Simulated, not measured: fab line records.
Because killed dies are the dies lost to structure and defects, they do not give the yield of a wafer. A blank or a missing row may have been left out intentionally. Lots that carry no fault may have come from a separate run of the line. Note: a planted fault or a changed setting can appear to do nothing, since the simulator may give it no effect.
fab line records	flow sky130
record lots=5	wafers=15	last-day=50
route steps=708 shown VIA4@649 METAL5@661 PASSIVATION@681 PAD_OPEN@708
lots with no fault: from the same line, run without faults
start-h: the number of hours between the record's first day and the start of the first shown wafer of the lot	wait-h: hours from the lot's prior step to this one	" identical to the entry in the row above	L1.1+2: several wafers, shown together as one row	- no value present, or no start provided	* or withheld: withheld	< > ~ a bound
route shown NAME@n: a module of which the file shows steps, and the number in the route of the first	usual: average and standard deviation across the fault-free wafers	same: alike in all rows	chamber/n: place in a boat	sites: each site's reading	_std_site: the values' standard deviation	_edge_site: outer sites' mean less inner sites'	radius-mm: for every site, how far away it sits from the centre of the wafer	mask NAME#n: copy n	behind: the last tool/chamber to shape the wafer	hold: the reason the lot was held/the length of the hold in hours/how it ended	device: whichever transistor did not switch (one of n, p or np)	end of line: tests of these same wafers at the route's end	for a step that has no rows: nothing shown but its recipe	killed: count of dies lost to structure and defects at first sort (not the wafer's yield)	map: dies across one wafer; x = killed, . = not, _ = none there
set.NAME: the run value of the setting; set.NAME@STEP: its run value at that earlier step	model.NAME: the simulator's own value behind a step, which no gauge read
lots seen at some steps along the route; tables by step, rows by wafer
services: when a tool's chamber went out of use (start-h, in hours from the record's first day, below 0 if earlier), for how many hours, and the reason
## steps
# step SKY_VIA4_DEVELOP_10
# recipe resist=NOVOLAK	developer=TMAH	develop-time-s=60	dev-temp-c=23
# step SKY_VIA4_OVL_MEAS_11
# usual VIA4_OVL=-0.1/1.3
lot.wafer	tool	chamber	start-h	wait-h	VIA4_OVL[nm]
L340.1	overlay-02	-	1015.27	0.1	-0.3
L340.2	"	-	"	"	0.1
L340.4	"	-	"	"	-0.7
L342.3	overlay-01	-	1035.95	0.1	-0.6
L342.4	"	-	"	"	-0.8
L342.6	"	-	"	"	0.8
L345.2	overlay-02	-	1049.29	0.1	0.1
L345.3	"	-	"	"	1.6
L345.4	"	-	"	"	1.1
L350.2	overlay-01	-	1087.78	0.1	-1.7
L350.3	"	-	"	"	-3.1
L350.6	"	-	"	"	-2.6
L360.3	overlay-01	-	1147.62	0.1	-0.6
L360.5	"	-	"	"	-0.5
L360.6	"	-	"	"	-1.1
# step SKY_VIA4_ETCH_12
# recipe target=SiO2	chemistry=C4F8/O2/Ar	stop-on=TiN	mask-material=NOVOLAK	source-w=1500	bias-w=1200	pressure-mtorr=40	c4f8-flow-sccm=withheld	O2_flow_sccm=6	Ar_flow_sccm=300	time-s=withheld	target-depth-a=5800
# usual oes-product-au=0.926/0.0047
lot.wafer	tool	chamber	start-h	wait-h	oes-product-au
L340.1	rie-diel-02	1	1015.31	0.0	0.932
L340.2	"	3	"	"	0.920
L340.4	"	1	"	"	0.928
L342.3	rie-diel-02	3	1035.97	0.0	0.920
L342.4	"	2	"	"	0.920
L342.6	"	3	"	"	0.925
L345.2	rie-diel-01	2	1049.32	0.0	0.929
L345.3	"	1	"	"	0.918
L345.4	"	3	"	"	0.926
L350.2	rie-diel-02	3	1087.81	0.0	0.921
L350.3	"	0	"	"	0.924
L350.6	"	1	"	"	0.918
L360.3	rie-diel-04	0	1147.65	0.0	0.927
L360.5	"	2	"	"	0.924
L360.6	"	3	"	"	0.923
# step SKY_VIA4_STRIP_13
# recipe chemistry=O2/N2	power-w=1400	pressure-mtorr=1500	platen-temp-c=withheld	o2-flow-sccm=3000	n2-flow-sccm=300	overash-fraction=0.5
# step SKY_VIA4_STRIP_14
# recipe chemistry=post-etch-residue-remover	time-s=1200	temp-c=72.5
# step SKY_VIA4_CLEAN_15
# recipe chemistry=IPA	time-s=180	temp-c=25
# step SKY_VIA4_CLEAN_16
# recipe chemistry=O3/DIW	dry=n2-spin
# step SKY_VIA4_SPUTTER_17
# recipe material=TiN	target-thk-nm=20	chamber-pressure-pa=5	power-w=4000	time-s=80
# step SKY_VIA4_CVD_18
# recipe material=W	target-thk-nm=505	time-s=152.14	temp-c=400	pressure-torr=40
# step SKY_VIA4_RS_MEAS_19
# recipe thk-meas-gauge=four-point-probe	reads=W_of_VIA4_CVD_18+TiN_of_VIA4_SPUTTER_17
# usual VIA4_W_RS=0.2256/0.0025
lot.wafer	tool	chamber	start-h	wait-h	VIA4_W_RS[ohm/sq]
L340.1	film-metro-03	-	1016.26	0.1	0.2259
L340.2	"	-	"	"	0.2285
L340.4	"	-	"	"	0.2277
L342.3	film-metro-03	-	1036.97	0.1	0.2241
L342.4	"	-	"	"	0.2254
L342.6	"	-	"	"	0.2244
L345.2	film-metro-04	-	1050.25	0.1	0.2249
L345.3	"	-	"	"	0.2233
L345.4	"	-	"	"	0.2236
L350.2	film-metro-04	-	1088.70	0.1	0.2251
L350.3	"	-	"	"	0.2266
L350.6	"	-	"	"	0.2248
L360.3	film-metro-01	-	1148.56	0.1	0.2236
L360.5	"	-	"	"	0.2227
L360.6	"	-	"	"	0.2221
# step SKY_VIA4_THK_MEAS_20
# recipe thk-meas-gauge=xrf	reads=W_of_VIA4_CVD_18
# usual VIA4_W_THK=504/6.7
lot.wafer	tool	chamber	start-h	wait-h	VIA4_W_THK[nm]
L340.1	film-metro-03	-	1016.38	0.1	502
L340.2	"	-	"	"	494
L340.4	"	-	"	"	494
L342.3	film-metro-03	-	1037.07	0.1	501
L342.4	"	-	"	"	501
L342.6	"	-	"	"	504
L345.2	film-metro-04	-	1050.36	0.1	505
L345.3	"	-	"	"	510
L345.4	"	-	"	"	504
L350.2	film-metro-04	-	1088.81	0.1	511
L350.3	"	-	"	"	506
L350.6	"	-	"	"	512
L360.3	film-metro-01	-	1148.66	0.1	504
L360.5	"	-	"	"	510
L360.6	"	-	"	"	513
# step SKY_VIA4_CMP_21
# recipe stop-on=SiO2	t-overpolish-s=25	down-force-psi=3.5	platen-rpm=60	target-thk-nm=0	pad-velocity-m-s=0.94248
# usual motor-current-A=11.2/0.79	overpolish-run-s=25.001/0.0083	slurry-filter-dp-kPa=13.51/0.14	time-to-endpoint-s=125/3.8
lot.wafer	tool	chamber	start-h	wait-h	motor-current-A	overpolish-run-s	slurry-filter-dp-kPa	time-to-endpoint-s
L340.2	cmp-01	0	1016.49	0.1	10.8	24.995	13.73	115
L340.1	"	1	"	"	10.9	25.016	13.38	122
L340.4	"	2	"	"	11.6	24.994	13.47	117
L342.4	cmp-02	2	1037.21	0.1	10.8	25.006	13.56	130
L342.3	"	3	"	"	9.4	25.010	13.47	125
L342.6	"	1	"	"	12.5	25.000	13.56	123
L345.4	cmp-01	0	1050.41	0.0	11.2	24.998	13.56	127
L345.3	"	1	"	"	10.8	24.978	13.60	124
L345.2	"	3	"	"	10.8	25.012	13.58	125
L350.2	cmp-01	0	1088.86	0.0	11.0	25.007	13.53	127
L350.3	"	3	"	"	11.6	25.002	13.58	124
L350.6	"	0	"	"	11.1	25.013	13.54	128
L360.3	cmp-01	3	1148.83	0.2	11.2	25.012	13.68	134
L360.6	"	3	"	"	11.1	25.008	13.55	129
L360.5	"	0	"	"	11.1	25.006	13.51	128
# step SKY_METAL5_SPUTTER_00
# recipe material=Ti	target-thk-nm=15	power-w=3000	time-s=10	chamber-pressure-pa=0.4
# usual throttle-valve-pct=29.3/0.87
lot.wafer	tool	chamber	start-h	wait-h	throttle-valve-pct
L340.1	pvd-sputter-04	-	1016.74	0.1	27.4
L340.2	"	-	"	"	30.2
L340.4	"	-	"	"	29.4
L342.3	pvd-sputter-01	-	1037.41	0.1	29.4
L342.4	"	-	"	"	28.3
L342.6	"	-	"	"	29.6
L345.2	pvd-sputter-04	-	1050.71	0.1	29.4
L345.3	"	-	"	"	29.9
L345.4	"	-	"	"	27.8
L350.2	pvd-sputter-01	-	1089.16	0.2	29.1
L350.3	"	-	"	"	29.3
L350.6	"	-	"	"	28.3
L360.3	pvd-sputter-01	-	1149.13	0.2	28.9
L360.5	"	-	"	"	29.9
L360.6	"	-	"	"	29.4
# step SKY_METAL5_SPUTTER_01
# recipe material=TiN	target-thk-nm=20	power-w=6500	time-s=16.7	chamber-pressure-pa=0.4
# step SKY_METAL5_SPUTTER_02
# recipe material=AlCu	target-thk-nm=1150	power-w=10600	time-s=61.2	chamber-pressure-pa=0.4
# step SKY_METAL5_SPUTTER_03
# recipe material=Ti	target-thk-nm=5	power-w=3000	time-s=3.3	chamber-pressure-pa=0.4
# step SKY_METAL5_SPUTTER_04
# recipe material=TiN	target-thk-nm=70	power-w=6500	time-s=58.3	chamber-pressure-pa=0.4
# step SKY_METAL5_RS_MEAS_05
# recipe thk-meas-gauge=four-point-probe	reads=TiN_of_METAL5_SPUTTER_04+Ti_of_METAL5_SPUTTER_03+AlCu_of_METAL5_SPUTTER_02+TiN_of_METAL5_SPUTTER_01+Ti_of_METAL5_SPUTTER_00
# usual METAL5_ALCU_RS=0.02707/0.00028
lot.wafer	tool	chamber	start-h	wait-h	METAL5_ALCU_RS[ohm/sq]
L340.1	film-metro-02	-	1016.91	0.0	0.02656
L340.2	"	-	"	"	0.02722
L340.4	"	-	"	"	0.02717
L342.3	film-metro-03	-	1037.62	0.1	0.02732
L342.4	"	-	"	"	0.02678
L342.6	"	-	"	"	0.02723
L345.2	film-metro-03	-	1050.90	0.0	0.0269
L345.3	"	-	"	"	0.02697
L345.4	"	-	"	"	0.02657
L350.2	film-metro-03	-	1089.35	0.0	0.0272
L350.3	"	-	"	"	0.02757
L350.6	"	-	"	"	0.02739
L360.3	film-metro-03	-	1149.34	0.1	0.02692
L360.5	"	-	"	"	0.02723
L360.6	"	-	"	"	0.0272
# step SKY_METAL5_THK_MEAS_06
# recipe thk-meas-gauge=xrf	reads=AlCu_of_METAL5_SPUTTER_02
# usual METAL5_ALCU_THK=1128/13
lot.wafer	tool	chamber	start-h	wait-h	METAL5_ALCU_THK[nm]
L340.1	film-metro-02	-	1017.03	0.1	1164
L340.2	"	-	"	"	1123
L340.4	"	-	"	"	1133
L342.3	film-metro-03	-	1037.72	0.1	1109
L342.4	"	-	"	"	1136
L342.6	"	-	"	"	1117
L345.2	film-metro-03	-	1051.01	0.1	1135
L345.3	"	-	"	"	1127
L345.4	"	-	"	"	1150
L350.2	film-metro-03	-	1089.46	0.1	1135
L350.3	"	-	"	"	1111
L350.6	"	-	"	"	1121
L360.3	film-metro-03	-	1149.44	0.1	1127
L360.5	"	-	"	"	1119
L360.6	"	-	"	"	1126
# step SKY_METAL5_DEHYDRATE_07
# recipe temp-c=200	time-s=60
# step SKY_METAL5_HMDS_08
# recipe prime-time-s=60	prime-temp-c=120
# step SKY_METAL5_COAT_09
# recipe resist=NOVOLAK	spin-rpm=3000	resist-thk-nm=1800
# step SKY_METAL5_SOFTBAKE_10
# recipe temp-c=90	time-s=60	resist=NOVOLAK
# step SKY_METAL5_EXPOSE_11
# recipe mask-id=MM5	na=0.6	source-shape=conventional	sigma-outer=0.6	polarization=unpolarized	target-cd-nm=1600	dose-mj=190
# step SKY_METAL5_PEB_12
# recipe temp-c=withheld	time-s=*	resist=NOVOLAK
# step SKY_METAL5_DEVELOP_13
# recipe resist=NOVOLAK	developer=TMAH	develop-time-s=60	dev-temp-c=23
# step SKY_METAL5_DESCUM_14
# recipe chemistry=O2	source-power-w=150	bias-power-w=0	pressure-mtorr=10	temp-c=40	time-s=11
# step SKY_METAL5_METAL_ETCH_15
# recipe target-depth-a=12600	stop-on=SiO2	over-etch-frac=0.2	time-s=252	chemistry=Cl2/BCl3	resist-sidewall-deg=86	pressure-mtorr=10	icp-w=900	bias-w=48.5	Cl2_flow_sccm=60	bcl3-flow-sccm=30
# usual drypump-motor-current-A=5.58/0.22	oes-product-au=0.894/0.0049	throttle-valve-pct=22.264/0.0086
lot.wafer	tool	chamber	start-h	wait-h	drypump-motor-current-A	oes-product-au	rf-hours-counter-h	throttle-valve-pct
L340.1	rie-metal-04	0	1039.30	0.0	5.89	0.897	16	22.272
L340.2	"	1	"	"	5.27	0.887	14	22.267
L340.4	"	0	"	"	5.83	0.891	-	22.265
L342.3	rie-metal-03	0	1059.58	0.1	5.62	0.891	-	22.278
L342.4	"	1	"	"	5.60	0.892	-	22.277
L342.6	"	0	"	"	5.65	0.888	-	22.272
L345.2	rie-metal-02	1	1072.74	0.0	5.81	0.893	13	22.253
L345.3	"	1	"	"	5.80	0.898	-	22.258
L345.4	"	0	"	"	5.29	0.898	-	22.248
L350.2	rie-metal-03	1	1109.62	0.0	5.59	0.894	14	22.262
L350.3	"	1	"	"	5.59	0.893	-	22.250
L350.6	"	1	"	"	5.58	0.897	-	22.266
L360.3	rie-metal-04	1	1166.97	0.1	5.23	0.899	-	22.255
L360.5	"	1	"	"	5.26	0.884	-	22.275
L360.6	"	0	"	"	5.84	0.899	-	22.270
# step SKY_METAL5_STRIP_16
# recipe chemistry=O2/N2	power-w=1400	pressure-mtorr=1500	platen-temp-c=withheld	o2-flow-sccm=3000	n2-flow-sccm=300	overash-fraction=0.5
# usual drypump-motor-current-A=5.7/0.37	oes-product-au=0.710/0.0044	strip-time-to-endpoint-s=13.02/0.11
lot.wafer	tool	chamber	start-h	wait-h	drypump-motor-current-A	oes-product-au	rf-hours-counter-h	strip-time-to-endpoint-s
L340.1	plasma-asher-02	1	1039.53	0.2	5.8	0.710	121	12.96
L340.2	"	0	"	"	5.7	0.713	121	13.05
L340.4	"	0	"	"	5.7	0.705	-	12.99
L342.3	plasma-asher-04	0	1059.77	0.1	5.8	0.714	-	12.91
L342.4	"	1	"	"	6.2	0.703	-	13.03
L342.6	"	1	"	"	6.2	0.712	-	12.93
L345.2	plasma-asher-01	0	1072.98	0.2	5.1	0.703	33	12.96
L345.3	"	0	"	"	5.1	0.710	-	13.00
L345.4	"	1	"	"	5.4	0.711	-	13.04
L350.2	plasma-asher-02	1	1109.86	0.2	5.8	0.704	4	13.02
L350.3	"	1	"	"	5.8	0.707	-	13.01
L350.6	"	0	"	"	5.7	0.705	-	12.99
L360.3	plasma-asher-02	1	1167.16	0.1	5.8	0.704	-	13.11
L360.5	"	0	"	"	5.7	0.714	-	13.01
L360.6	"	1	"	"	5.8	0.711	-	12.98
# step SKY_METAL5_STRIP_17
# recipe chemistry=post-etch-residue-remover	time-s=1200	temp-c=72.5
# step SKY_METAL5_CLEAN_18
# recipe chemistry=IPA	time-s=180	temp-c=25
# step SKY_METAL5_CLEAN_19
# recipe chemistry=O3/DIW	dry=n2-spin
# step SKY_PASSIVATION_CVD_00
# recipe material=SiO2	target-thk-nm=90	temp-c=400	time-s=withheld	rf-w=600
# step SKY_PASSIVATION_THK_MEAS_01
# recipe reads=SiO2_of_PASSIVATION_CVD_00
# usual PASSIVATION_CVD_00_THK=90.4/1.3
lot.wafer	tool	chamber	start-h	wait-h	PASSIVATION_CVD_00_THK[nm]
L340.1	film-metro-04	-	1040.23	-	88.8
L340.2	"	-	"	"	88.6
L340.4	"	-	"	"	89.6
L342.3	film-metro-04	-	1060.37	-	88.6
L342.4	"	-	"	"	91.4
L342.6	"	-	"	"	91.8
L345.2	film-metro-04	-	1073.65	-	90.0
L345.3	"	-	"	"	89.9
L345.4	"	-	"	"	91.9
L350.2	film-metro-04	-	1110.51	-	90.4
L350.3	"	-	"	"	89.4
L350.6	"	-	"	"	92.6
L360.3	film-metro-02	-	1167.86	-	89.3
L360.5	"	-	"	"	90.3
L360.6	"	-	"	"	88.3
# step SKY_PASSIVATION_CVD_02
# recipe material=Si3N4	target-thk-nm=540	temp-c=400	time-s=withheld	rf-w=450
# usual heater-power-w=710/120
lot.wafer	tool	chamber	start-h	wait-h	heater-power-w
L340.1	pecvd-04	2	1040.29	0.1	778
L340.2	"	0	"	"	610
L340.4	"	2	"	"	780
L342.3	pecvd-04	0	1060.41	0.0	621
L342.4	"	2	"	"	794
L342.6	"	1	"	"	677
L345.2	pecvd-03	1	1073.70	0.0	807
L345.3	"	0	"	"	713
L345.4	"	2	"	"	558
L350.2	pecvd-03	1	1110.56	0.0	824
L350.3	"	2	"	"	618
L350.6	"	2	"	"	619
L360.3	pecvd-02	0	1167.90	0.0	856
L360.5	"	1	"	"	690
L360.6	"	2	"	"	609
# step SKY_PASSIVATION_THK_MEAS_03
# recipe reads=Si3N4_of_PASSIVATION_CVD_02
# usual PASSIVATION_CVD_02_THK=539/6.3
lot.wafer	tool	chamber	start-h	wait-h	PASSIVATION_CVD_02_THK[nm]
L340.1	film-metro-01	-	1040.51	-	532
L340.2	"	-	"	"	534
L340.4	"	-	"	"	538
L342.3	film-metro-01	-	1060.65	-	536
L342.4	"	-	"	"	541
L342.6	"	-	"	"	540
L345.2	film-metro-02	-	1073.93	-	542
L345.3	"	-	"	"	538
L345.4	"	-	"	"	547
L350.2	film-metro-02	-	1110.80	-	531
L350.3	"	-	"	"	531
L350.6	"	-	"	"	540
L360.3	film-metro-01	-	1168.14	-	539
L360.5	"	-	"	"	544
L360.6	"	-	"	"	546
# step SKY_PASSIVATION_DEHYDRATE_04
# recipe temp-c=200	time-s=60
# step SKY_PASSIVATION_HMDS_05
# recipe prime-time-s=60	prime-temp-c=120
# step SKY_PASSIVATION_COAT_06
# recipe spin-rpm=2000	resist-thk-nm=3000
# step SKY_PASSIVATION_SOFTBAKE_07
# recipe temp-c=110	time-s=withheld
# step SKY_PASSIVATION_EXPOSE_08
# recipe mask-id=NSM	target-cd-nm=3000	na=0.57	dose-mj=260
# step SKY_PASSIVATION_PEB_09
# recipe temp-c=115	time-s=withheld
# step SKY_PAD_OPEN_PROBE_99
# usual defect-limited-yield=82.4/2	killed_at_M0_to_M3=44/6.5	killed_at_M4_up=3.3/1.7	killed-at-contacts=25/5.3	killed-at-front-end=15/5	killed-at-other=0.2/0.47	killed-dies=87/9.9	killed-open=47/8	killed-short=39/6.1	sort_bin_3_pad_short=0.9/0.43	sort_bin_5_function=10.4/1.5	sort_bin_6_memory=6.2/1.2	sort-n-pass=405/9.9	sort-yield-pct=82.4/2
# same gross-dies=492	killed-at-back-side=0	sort_bin_4_leakage[%]=0	sort_bin_8_speed[%]=0
lot.wafer	tool	chamber	start-h	wait-h	defect-limited-yield[%]	killed_at_M0_to_M3	killed_at_M4_up	killed-at-contacts	killed-at-front-end	killed-at-other	killed-dies	killed-open	killed-short	sort_bin_3_pad_short[%]	sort_bin_5_function[%]	sort_bin_6_memory[%]	sort-n-pass	sort-yield-pct[%]	model.etest.tester.sort-n-pass	model.etest.tester.sort-yield-pct	model.etest.tester.sort_bin_5_pct	model.etest.tester.sort_bin_6_pct	model.etest.tester.sort_bin_3_pct
L340.1	prober-01	-	1085.73	0.1	83.7	37	4	31	8	0	80	46	34	0.6	11.8	3.9	412	83.7	412	83.74	11.79	3.862	0.6098
L340.2	prober-01	-	1085.78	0.1	84.6	37	3	21	14	1	76	35	41	0.8	9.6	5.1	416	84.6	416	84.55	9.553	5.081	0.813
L340.4	prober-01	-	1085.88	0.2	87.4	35	4	15	7	1	62	36	26	0.6	6.3	5.7	430	87.4	430	87.4	6.301	5.691	0.6098
L342.3	prober-01	-	1105.05	0.2	81.3	51	1	22	17	1	92	46	46	1.4	11.0	6.3	400	81.3	400	81.3	10.98	6.301	1.423
L342.4	prober-01	-	1105.10	0.2	83.3	35	4	31	12	0	82	54	28	0.4	9.8	6.5	410	83.3	410	83.33	9.756	6.504	0.4065
L342.6	prober-01	-	1105.20	0.2	81.3	41	4	33	14	0	92	51	41	0.6	10.8	7.3	400	81.3	400	81.3	10.77	7.317	0.6098
L345.3	prober-02	-	1116.51	0.2	77.0	52	6	37	18	0	113	73	40	0.6	13.8	8.5	379	77.0	379	77.03	13.82	8.537	0.6098
L345.4	prober-02	-	1116.56	0.2	77.2	57	5	32	18	0	112	51	61	1.6	14.0	7.1	380	77.2	380	77.24	14.02	7.114	1.626
L350.2	prober-01	-	1151.27	0.1	86.0	30	3	18	18	0	69	29	40	0.4	7.3	6.3	423	86.0	423	85.98	7.317	6.301	0.4065
L350.3	prober-01	-	1151.32	0.2	76.6	42	51	10	12	0	115	34	35	2.6	14.0	6.7	377	76.6	377	76.63	14.02	6.707	2.642
L350.6	prober-01	-	1151.47	0.2	80.5	53	1	19	23	0	96	53	43	1.6	10.6	7.3	396	80.5	396	80.49	10.57	7.317	1.626
L360.3	prober-02	-	1203.73	0.2	83.3	39	1	24	18	0	82	46	36	0.4	10.0	6.3	410	83.3	410	83.33	9.959	6.301	0.4065
L360.5	prober-02	-	1203.83	0.2	82.7	31	6	36	12	0	85	55	30	0	10.6	6.7	407	82.7	407	82.72	10.57	6.707	0
L360.6	prober-02	-	1203.88	0.2	86.6	32	2	25	7	0	66	36	30	0.8	8.3	4.3	426	86.6	426	86.59	8.333	4.268	0.813
# killed by level:class
L340.1 CONTACT:geometric-particle:open=14 LI_CONTACT:geometric-particle:open=8 VIA1:geometric-particle:open=7 METAL1:geometric-particle:short=6 CONTACT:geometric-particle:short=5 VIA2:geometric-particle:open=5 VIA3:geometric-particle:open=5 POLY_GATE:geometric-particle:short=4
L340.2 VIA1:geometric-particle:open=9 LI_CONTACT:geometric-particle:open=7 VIA3:geometric-particle:short=5 LOCAL_INTERCONNECT:geometric-particle:short=5 METAL1:geometric-particle:short=5 VIA1:geometric-particle:short=5 POLY_GATE:geometric-particle:short=4 VIA3:geometric-particle:open=4
L340.4 CONTACT:geometric-particle:open=8 VIA1:geometric-particle:open=7 VIA3:geometric-particle:open=6 METAL1:geometric-particle:short=5 VIA2:geometric-particle:open=5 POLY_GATE:geometric-particle:open=3 LI_CONTACT:geometric-particle:short=3 VIA1:geometric-particle:short=3
L342.3 CONTACT:geometric-particle:open=9 VIA2:geometric-particle:open=9 METAL2:geometric-particle:short=8 VIA1:geometric-particle:open=8 FIELD_ISO:geometric-particle:short=7 LI_CONTACT:geometric-particle:open=7 VIA1:geometric-particle:short=6 LI_CONTACT:geometric-particle:short=5
L342.4 CONTACT:geometric-particle:open=16 LI_CONTACT:geometric-particle:open=9 VIA3:geometric-particle:open=6 VIA1:geometric-particle:open=5 METAL2:geometric-particle:short=5 VIA2:geometric-particle:open=5 CONTACT:geometric-particle:short=4 FIELD_ISO:geometric-particle:short=3
L342.6 CONTACT:geometric-particle:open=14 VIA1:geometric-particle:open=11 LI_CONTACT:geometric-particle:open=7 CONTACT:geometric-particle:short=6 METAL2:geometric-particle:short=5 VIA2:geometric-particle:open=5 FIELD_ISO:geometric-particle:short=4 LOCAL_INTERCONNECT:geometric-particle:short=4
L345.3 CONTACT:geometric-particle:open=16 VIA1:geometric-particle:open=12 LI_CONTACT:geometric-particle:open=11 VIA3:geometric-particle:open=9 VIA1:geometric-particle:short=8 METAL1:geometric-particle:short=8 CONTACT:geometric-particle:short=5 VIA2:geometric-particle:open=5
L345.4 CONTACT:geometric-particle:open=10 CONTACT:geometric-particle:short=9 VIA1:geometric-particle:short=9 VIA1:geometric-particle:open=8 VIA3:geometric-particle:short=8 LI_CONTACT:geometric-particle:open=7 VIA2:geometric-particle:open=7 FIELD_ISO:geometric-particle:open=6
L350.2 CONTACT:geometric-particle:open=8 VIA1:geometric-particle:open=7 METAL1:geometric-particle:short=6 VIA3:geometric-particle:short=5 FIELD_ISO:geometric-particle:short=4 POLY_GATE:geometric-particle:short=4 POLY_GATE:geometric-particle:open=4 LOCAL_INTERCONNECT:geometric-particle:short=4
L350.3 METAL5:unspecified=46 VIA1:geometric-particle:open=11 METAL1:geometric-particle:short=6 METAL2:geometric-particle:short=4 VIA2:geometric-particle:open=4 VIA3:geometric-particle:short=4 METAL4:geometric-particle:short=4 FIELD_ISO:geometric-particle:open=3
L350.6 METAL1:geometric-particle:short=10 CONTACT:geometric-particle:open=9 VIA1:geometric-particle:open=9 VIA2:geometric-particle:open=8 FIELD_ISO:geometric-particle:short=7 POLY_GATE:geometric-particle:open=7 VIA1:geometric-particle:short=7 CONTACT:geometric-particle:short=5
L360.3 CONTACT:geometric-particle:open=13 VIA2:geometric-particle:open=8 FIELD_ISO:geometric-particle:short=7 VIA3:geometric-particle:open=7 METAL1:geometric-particle:short=6 METAL2:geometric-particle:short=6 VIA1:geometric-particle:open=5 LI_CONTACT:geometric-particle:open=4
L360.5 CONTACT:geometric-particle:open=20 VIA3:geometric-particle:open=9 LI_CONTACT:geometric-particle:open=8 VIA2:geometric-particle:open=6 FIELD_ISO:geometric-particle:short=5 CONTACT:geometric-particle:short=5 VIA1:geometric-particle:open=5 METAL4:geometric-particle:short=5
L360.6 CONTACT:geometric-particle:open=9 VIA3:geometric-particle:open=7 LI_CONTACT:geometric-particle:open=6 METAL3:geometric-particle:short=6 LOCAL_INTERCONNECT:geometric-particle:short=5 VIA1:geometric-particle:open=5 VIA2:geometric-particle:short=4 VIA2:geometric-particle:open=4
# map L350.3 (x killed, . not)
__________.x........_________
________.............x_______
______..x.......x.x....._____
_____......x.........x...____
____...x.xxxxxxxx..x..x..x___
___......xxxxxxxxx..x.....x__
__..x....xxxxxxxx..........x_
_.......xxxxxxxxxx.....x.x.x.
_.x.x...xxxxxxxxx...x........
_.......x..xxxx.x.....x.x....
_.xxx...xx.xx.....x........xx
_.....x..x..xx...............
_..................x.....x.xx
_....xx...x.x...x.x..........
_xx..x......x....x...x.......
__.........................x_
___.....x.............x....__
____.........x...x........___
_____..........x.x.x.x...____
______........x........._____
________..x.........x._______
__________.........._________
# map L360.5 (x killed, . not)
__________......x.x._________
________.x.x...x.....x_______
______x......x..x....x.x_____
_____........x..........x____
____..x...xx.........x..x.___
___...x.....xx......x......__
__x........x..x.x.....x....._
_..xx.......x..x..........x..
_.....x.......x.xx.x........x
_...x.x....x.........x...x.x.
_...x.x..x..............x....
_x....x...................x..
_x...x.x.......x.............
_..x..x..................x...
_...xxx..................x...
__........x.............x..._
___x...x.......x...x.x...x.__
____...x.x.....x....x..xx.___
_____.......x.x.......x..____
______.............x...._____
________........x..x.._______
__________.x......xx_________
## services
tool	chamber	start-h	hours	kind
cmp-02	-	993.98	5.1	pm
rie-diel-02	0	1009.67	21.2	repair
rie-diel-02	2	1012.58	4.7	repair
pecvd-03	-	1023.05	1.9	repair
rie-diel-01	1	1025.76	5.8	repair
pecvd-03	-	1036.67	1.6	repair
pvd-sputter-01	-	1042.28	5.3	repair
plasma-asher-02	-	1055.25	9.0	pm
pecvd-03	0	1075.16	4.4	repair
pecvd-04	-	1078.56	1.3	repair
pecvd-03	-	1083.84	0.6	repair
cmp-02	-	1084.39	4.0	pm
cmp-01	-	1091.91	7.3	pm
cmp-01	-	1103.21	0.8	repair
plasma-asher-02	-	1104.68	3.3	repair
rie-diel-02	3	1109.43	8.3	repair
plasma-asher-02	-	1115.64	13.1	repair
pvd-sputter-01	-	1116.51	0.7	repair
rie-diel-02	0	1117.31	4.1	repair
rie-metal-03	-	1122.72	2.8	pm
pvd-sputter-01	-	1126.93	2.1	repair
pvd-sputter-04	-	1126.96	3.9	repair
rie-diel-02	-	1131.85	1.2	repair
rie-diel-02	0	1163.95	1.4	repair
## key
first-sign step=SKY_PAD_OPEN_PROBE_99	reading=killed_at_M4_up	direction=up	sigmas=28	usual=3.3	struck=51
effect step=SKY_PAD_OPEN_PROBE_99	reading=sort_bin_3_pad_short	direction=up	sigmas=4	usual=0.9	struck=2.6
model-effect step=SKY_PAD_OPEN_PROBE_99	value=etest.tester.sort-n-pass	without=422	struck=377
met-at SKY_METAL5_SPUTTER_00
struck-wafers L350.3
onset-between 1037.41 1089.16
fault kind=chamber-particle-source	tool=pvd-sputter-01	chamber=-	onset-h=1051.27	steps=SKY_METAL5_SPUTTER_00	rate-per-visit-cm2=0.65703	end-h=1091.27	scope=struck-wafers-only
